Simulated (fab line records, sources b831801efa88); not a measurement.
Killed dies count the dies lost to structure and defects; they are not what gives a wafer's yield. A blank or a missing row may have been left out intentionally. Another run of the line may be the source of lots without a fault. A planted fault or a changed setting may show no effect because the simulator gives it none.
Which tool did it?	flow sky130	Sampling: 10 lots, 30 wafers, 4 of 708 route steps

## WHAT EACH GAUGE READ, for each wafer
SKY_RES_XHIGH_TW_MEAS_09.
lot	measured	on	RES_XHIGH_TW
L198	day 26 09:22	film_metro-01	1627 1630 1627
L200	day 27 03:30	film_metro-03	1639 1638 1642
L201	day 27 23:48	film_metro-03	1639 1646 1646
L208	day 30 10:04	film_metro-02	1641 1646 1640
L213	day 31 12:16	film_metro-01	1527 1522 1529
L214	day 31 22:22	film_metro-01	1528 1525 1524
L216	day 32 19:14	film_metro-02	1630 1641 1629
L219	day 34 01:17	film_metro-03	1643 1649 1641
L220	day 34 02:27	film_metro-03	1640 1640 1642
L221	day 34 08:31	film_metro-01	1628 1622 1624

## EACH LOT AND THE TOOL THAT RAN IT (in order: tool; ch and the chambers of the sampled wafers; start)
lot	SKY_POLY_CUT_STRIP_12	SKY_RES_XHIGH_IMPLANT_07	SKY_RES_XHIGH_STRIP_08
L198	plasma_asher-01 ch 1, day 23 21:21	implanter-01 ch 0, day 26 09:08	plasma_asher-03 ch 0,1, day 26 09:16
L200	plasma_asher-01 ch 0,1, day 24 17:11	implanter-03 ch 0, day 27 03:15	plasma_asher-01 ch 0,1, day 27 03:24
L201	plasma_asher-04 ch 0,1, day 25 13:21	implanter-01 ch 0, day 27 23:33	plasma_asher-03 ch 0,1, day 27 23:42
L208	plasma_asher-01 ch 0,1, day 28 01:12	implanter-03 ch 0, day 30 09:50	plasma_asher-03 ch 0,1, day 30 09:58
L213	plasma_asher-01 ch 1, day 29 05:54	implanter-03 ch 0, day 31 12:02	plasma_asher-03 ch 0, day 31 12:10
L214	plasma_asher-03 ch 0,1, day 29 16:36	implanter-03 ch 0, day 31 22:07	plasma_asher-03 ch 0,1, day 31 22:16
L216	plasma_asher-04 ch 0,1, day 30 12:44	implanter-01 ch 0, day 32 18:59	plasma_asher-03 ch 0,1, day 32 19:07
L219	plasma_asher-04 ch 0,1, day 31 20:17	implanter-01 ch 0, day 34 01:02	plasma_asher-01 ch 0,1, day 34 01:10
L220	plasma_asher-03 ch 0,1, day 31 20:38	implanter-04 ch 0, day 34 02:12	plasma_asher-02 ch 0,1, day 34 02:21
L221	plasma_asher-04 ch 0,1, day 32 03:32	implanter-01 ch 0, day 34 08:17	plasma_asher-03 ch 0, day 34 08:25
- SKY_POLY_CUT_STRIP_12: strips in O2/N2.
- SKY_RES_XHIGH_IMPLANT_07
- SKY_RES_XHIGH_STRIP_08: strips in O2/N2.

## THE ANSWER, worked out from the rows above alone
Rule: what is usual is taken from the lots themselves. The widest of any qualifying gaps counts: lots, ordered by their means at a reading, are off when they make up no more than a third of the lots, leave a main group of 4 or more, and stand apart from it by 3 or more times the standard deviation of that group's means. A main group is skipped when, at the precision printed for the reading in the tables above, its means are all equal. Also off: a lot with no number at a reading for which 4 or more lots have one. Any other lot the step has rows for is counted as sound.
Off: L213, L214, at SKY_RES_XHIGH_TW_MEAS_09 (RES_XHIGH_TW). Main group: mean 1637, sd 7.
A tool fits if, at a process step before that reading, it ran every lot that is off, and no sound lot after the first of them. Those tools and the gauges at SKY_RES_XHIGH_TW_MEAS_09 are tried in the same way. One fits: implanter-03 at SKY_RES_XHIGH_IMPLANT_07. Its last sound lot is L208 (day 30 09:50), its first lot that is off L213 (day 31 12:02): a fault that began between those two fits.

## WHAT WAS PUT IN BY THE SIMULATOR
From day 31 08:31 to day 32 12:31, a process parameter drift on implanter-03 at SKY_RES_XHIGH_IMPLANT_07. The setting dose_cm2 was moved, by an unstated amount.
Lots struck among those shown: L213, L214. Same finding as the rule above.
